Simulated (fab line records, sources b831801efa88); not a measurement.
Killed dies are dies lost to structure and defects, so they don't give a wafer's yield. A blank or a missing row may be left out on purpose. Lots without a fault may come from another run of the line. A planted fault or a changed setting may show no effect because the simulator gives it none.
Which tool did it? | flow gf180mcu | 24 lots, 72 wafers sampled, at 5 steps of a route of 602

WHAT THE GAUGES READ, wafer by wafer
GF_M2_THK_MEAS_06: measures by xrf. Usual: M2_ALCU_THK 441 nm, standard deviation 6.3.
lot  | measured     | on            | M2_ALCU_THK (nm) | flag
L074 | day 17 21:14 | film_metro-01 | 433 435 436      |
L075 | day 18 09:14 | film_metro-02 | 440 439 437      |
L076 | day 18 18:37 | film_metro-02 | 429 447 435      |
L077 | day 19 04:22 | film_metro-03 | 435 430 430      |
L078 | day 19 11:23 | film_metro-02 | 444 444 449      |
L079 | day 19 18:54 | film_metro-01 | 443 453 443      |
L080 | day 20 13:58 | film_metro-01 | 452 446 448      |
L081 | day 21 05:21 | film_metro-02 | 435 457 438      |
L082 | day 21 11:17 | film_metro-03 | 453 438 438      |
L083 | day 22 06:11 | film_metro-02 | 447 443 442      |
L084 | day 22 20:42 | film_metro-03 | 438 439 440      |
L086 | day 23 02:37 | film_metro-02 | 449 449 452      |
L085 | day 23 04:20 | film_metro-01 | 439 444 433      |
L088 | day 23 07:54 | film_metro-01 | 443 442 427      |
L087 | day 23 10:32 | film_metro-02 | 439 443 433      |
L089 | day 24 01:58 | film_metro-01 | 432 444 436      |
L090 | day 24 04:25 | film_metro-02 | 441 450 440      |
L091 | day 24 16:41 | film_metro-03 | 445 443 435      |
L092 | day 24 17:20 | film_metro-02 | 442 447 456      |
L093 | day 25 01:11 | film_metro-01 | 442 439 442      |
L094 | day 25 05:06 | film_metro-01 | 448 432 440      |
L095 | day 25 12:33 | film_metro-02 | 442 446 445      |
L096 | day 25 21:48 | film_metro-01 | 447 436 437      |
L097 | day 26 05:33 | film_metro-03 | 433 437 432      |

GF_M3_OVL_MEAS_15. Usual: M3_OVL 0 nm, standard deviation 4.5.
lot  | measured     | on         | M3_OVL (nm) | flag
L074 | day 20 22:07 | overlay-02 | -2 -6 3     |
L075 | day 21 11:37 | overlay-02 | -1 -6 0     |
L076 | day 21 21:03 | overlay-01 | 1 -8 -4     |
L077 | day 22 06:13 | overlay-01 | 2 -1 -3     |
L078 | day 22 13:31 | overlay-02 | -7 -1 1     |
L079 | day 22 20:19 | overlay-02 | -6 -8 -6    |
L080 | day 23 14:40 | overlay-02 | -4 -2 0     |
L081 | day 24 05:58 | overlay-01 | 9 8 12      |
L082 | day 24 11:08 | overlay-01 | 0 10 3      |
L083 | day 25 05:50 | overlay-02 | 4 4 2       |
L084 | day 25 18:31 | overlay-01 | -7 -1 0     |
L086 | day 25 23:25 | overlay-02 | -2 3 2      |
L085 | day 26 00:46 | overlay-02 | -4 -4 3     |
L088 | day 26 04:34 | overlay-01 | -4 5 -1     |
L087 | day 26 07:02 | overlay-01 | 0 1 6       |
L089 | day 26 21:06 | overlay-02 | 2 -6 0      |
L090 | day 26 22:25 | overlay-01 | 9 5 9       |
L091 | day 27 09:43 | overlay-02 | 5 0 0       |
L092 | day 27 11:14 | overlay-01 | 1 -1 -5     |
L093 | day 27 18:04 | overlay-01 | 1 3 1       |
L094 | day 27 21:34 | overlay-01 | 0 0 -2      |
L095 | day 28 04:12 | overlay-02 | -4 0 4      |
L096 | day 28 12:53 | overlay-02 | 1 -6 -1     |
L097 | day 28 20:27 | overlay-02 | -8 -1 -2    |

GF_V4_CD_MEAS_14: target cd 260 nm. Usual: cd_nm 259.8 nm, standard deviation 1.2.
lot  | measured     | on        | cd_nm (nm)        | flag
L074 | day 24 01:04 | cd_sem-02 | 256.8 258.3 256.5 |
L075 | day 24 12:40 | cd_sem-01 | 260.3 259.0 259.2 |
L076 | day 24 21:31 | cd_sem-01 | 258.3 259.2 258.5 |
L077 | day 25 06:59 | cd_sem-01 | 261.8 261.0 260.5 |
L078 | day 25 13:14 | cd_sem-02 | 257.6 257.9 257.6 |
L079 | day 25 20:56 | cd_sem-01 | 257.9 258.3 259.0 |
L080 | day 26 11:29 | cd_sem-01 | 259.8 260.2 260.3 |
L081 | day 27 02:16 | cd_sem-02 | 260.4 259.8 258.6 |
L082 | day 27 06:14 | cd_sem-02 | 261.7 259.8 260.8 |
L083 | day 28 00:49 | cd_sem-01 | 259.9 262.2 261.0 |
L084 | day 28 11:37 | cd_sem-02 | 260.9 261.4 260.0 |
L086 | day 28 16:38 | cd_sem-02 | 259.9 259.7 260.6 |
L085 | day 28 16:59 | cd_sem-01 | 261.1 260.0 260.8 |
L088 | day 28 20:14 | cd_sem-02 | 262.5 260.8 260.9 |
L087 | day 28 22:37 | cd_sem-01 | 260.6 260.0 259.9 |
L089 | day 29 12:04 | cd_sem-01 | 259.4 260.0 259.5 |
L090 | day 29 13:16 | cd_sem-01 | 260.2 261.1 258.9 |
L091 | day 30 00:17 | cd_sem-01 | 260.6 261.0 260.8 |
L092 | day 30 00:17 | cd_sem-02 | 258.6 260.5 258.6 |
L093 | day 30 06:50 | cd_sem-02 | 259.9 259.5 258.8 |
L094 | day 30 10:38 | cd_sem-01 | 261.9 260.8 260.5 |
L095 | day 30 16:47 | cd_sem-01 | 259.1 258.8 258.2 |
L096 | day 31 00:32 | cd_sem-02 | 258.2 259.3 259.4 |
L097 | day 31 08:07 | cd_sem-01 | 261.8 260.4 260.9 |

WHICH TOOL RAN EACH LOT (tool, then ch and the chambers of the sampled wafers, then the start)
lot  | GF_M2_SPUTTER_02             | GF_V2_STRIP_18
L074 | pvd_sputter-02, day 17 21:01 | plasma_asher-03 ch 0,1, day 19 21:13
L075 | pvd_sputter-03, day 18 09:01 | plasma_asher-03 ch 0,1, day 20 10:22
L076 | pvd_sputter-01, day 18 18:23 | plasma_asher-02 ch 0,1, day 20 19:53
L077 | pvd_sputter-03, day 19 04:08 | plasma_asher-01 ch 0,1, day 21 05:23
L078 | pvd_sputter-01, day 19 11:10 | plasma_asher-01 ch 0,1, day 21 12:35
L079 | pvd_sputter-01, day 19 18:40 | plasma_asher-03 ch 0,1, day 21 19:37
L080 | pvd_sputter-01, day 20 13:46 | plasma_asher-03 ch 0,1, day 22 14:32
L081 | pvd_sputter-02, day 21 05:08 | plasma_asher-01 ch 0, day 23 05:40
L082 | pvd_sputter-02, day 21 11:04 | plasma_asher-02 ch 0,1, day 23 11:17
L083 | pvd_sputter-03, day 22 05:58 | plasma_asher-02 ch 0,1, day 24 06:43
L084 | pvd_sputter-03, day 22 20:28 | plasma_asher-03 ch 0,1, day 24 18:55
L086 | pvd_sputter-03, day 23 02:24 | plasma_asher-01 ch 0,1, day 25 00:25
L085 | pvd_sputter-02, day 23 04:08 | plasma_asher-01 ch 1, day 25 02:52
L088 | pvd_sputter-01, day 23 07:41 | plasma_asher-01 ch 0, day 25 06:08
L087 | pvd_sputter-03, day 23 10:20 | plasma_asher-03 ch 0,1, day 25 08:16
L089 | pvd_sputter-01, day 24 01:44 | plasma_asher-01 ch 0,1, day 25 22:40
L090 | pvd_sputter-03, day 24 04:12 | plasma_asher-03 ch 0,1, day 26 00:34
L091 | pvd_sputter-01, day 24 16:28 | plasma_asher-03 ch 0,1, day 26 12:08
L092 | pvd_sputter-03, day 24 17:07 | plasma_asher-02 ch 0,1, day 26 13:26
L093 | pvd_sputter-01, day 25 00:59 | plasma_asher-01 ch 0,1, day 26 20:53
L094 | pvd_sputter-01, day 25 04:53 | plasma_asher-02 ch 0,1, day 27 00:17
L095 | pvd_sputter-03, day 25 12:20 | plasma_asher-01 ch 0,1, day 27 07:01
L096 | pvd_sputter-03, day 25 21:35 | plasma_asher-01 ch 0,1, day 27 15:31
L097 | pvd_sputter-01, day 26 05:20 | plasma_asher-01 ch 0,1, day 27 23:56
- GF_M2_SPUTTER_02: material AlCu, target thk 450 nm, time 23.9 s.
- GF_V2_STRIP_18: strips in O2/N2.

WHAT THE TOOLS THEMSELVES READ (means of the sampled wafers that have a number; where no wafer has one, the mark that the record gives instead)
GF_M2_SPUTTER_02. Usual: throttle_valve_pct 30.0 %, standard deviation 0.76.
lot  | tool           | throttle_valve_pct (%) | flag
L074 | pvd_sputter-02 | 29.6                   |
L075 | pvd_sputter-03 | 30.0                   |
L076 | pvd_sputter-01 | 29.5                   |
L077 | pvd_sputter-03 | 30.1                   |
L078 | pvd_sputter-01 | 30.2                   |
L079 | pvd_sputter-01 | 30.2                   |
L080 | pvd_sputter-01 | 30.2                   |
L081 | pvd_sputter-02 | 29.5                   |
L082 | pvd_sputter-02 | 29.4                   |
L083 | pvd_sputter-03 | 30.2                   |
L084 | pvd_sputter-03 | 29.7                   |
L086 | pvd_sputter-03 | 30.0                   |
L085 | pvd_sputter-02 | 29.4                   |
L088 | pvd_sputter-01 | 29.3                   |
L087 | pvd_sputter-03 | 30.2                   |
L089 | pvd_sputter-01 | 29.8                   |
L090 | pvd_sputter-03 | 30.4                   |
L091 | pvd_sputter-01 | 29.8                   |
L092 | pvd_sputter-03 | 30.3                   |
L093 | pvd_sputter-01 | 29.3                   |
L094 | pvd_sputter-01 | 30.2                   |
L095 | pvd_sputter-03 | 30.8                   |
L096 | pvd_sputter-03 | 30.1                   |
L097 | pvd_sputter-01 | 29.3                   |

GF_V2_STRIP_18. Usual: drypump_motor_current_A 6.2 A, standard deviation 0.46; heater_power_w 346 W, standard deviation 30; oes_product_au 0.588 a.u., standard deviation 0.0045.
lot  | tool            | drypump_motor_current_A (A) | heater_power_w (W) | oes_product_au (a.u.) | flag
L074 | plasma_asher-03 | 5.9                         | 331                | 0.586                 |
L075 | plasma_asher-03 | 6.3                         | 358                | 0.584                 |
L076 | plasma_asher-02 | 6.0                         | 342                | 0.591                 |
L077 | plasma_asher-01 | 6.5                         | 341                | 0.592                 |
L078 | plasma_asher-01 | 6.5                         | 338                | 0.587                 |
L079 | plasma_asher-03 | 5.9                         | 330                | 0.585                 |
L080 | plasma_asher-03 | 5.9                         | 334                | 0.590                 |
L081 | plasma_asher-01 | 6.6                         | 321                | 0.589                 |
L082 | plasma_asher-02 | 5.7                         | 339                | 0.587                 |
L083 | plasma_asher-02 | 6.0                         | 349                | 0.590                 |
L084 | plasma_asher-03 | 6.3                         | 353                | 0.589                 |
L086 | plasma_asher-01 | 6.4                         | 359                | 0.588                 |
L085 | plasma_asher-01 | 6.3                         | 373                | 0.592                 |
L088 | plasma_asher-01 | 6.6                         | 320                | 0.586                 |
L087 | plasma_asher-03 | 5.9                         | 331                | 0.592                 |
L089 | plasma_asher-01 | 6.5                         | 337                | 0.590                 |
L090 | plasma_asher-03 | 6.3                         | 364                | 0.586                 |
L091 | plasma_asher-03 | 6.2                         | 358                | 0.592                 |
L092 | plasma_asher-02 | 6.0                         | 344                | 0.590                 |
L093 | plasma_asher-01 | 6.6                         | 339                | 0.588                 |
L094 | plasma_asher-02 | 6.0                         | 342                | 0.589                 |
L095 | plasma_asher-01 | 6.4                         | 351                | 0.591                 |
L096 | plasma_asher-01 | 6.5                         | 343                | 0.588                 |
L097 | plasma_asher-01 | 6.5                         | 337                | 0.588                 |

THE ANSWER, worked out from the rows above alone
Rule: a lot is off if the mean of its wafers that have a number lies more than 3 standard deviations from the usual mean. A lot without any number at a reading at which 4 lots or more have one is off too. The other lots that the step has rows for count as sound. The gauges are gone through in route order, then the tools' own readings, and for those a lot's mean is taken as printed above. The first step at which some lot is off is used, and at that step the reading that is off furthest; a lot without a number counts as furthest.
No lot is off at any reading shown: from this, nothing can be told.

WHAT THE SIMULATOR HAD PUT IN
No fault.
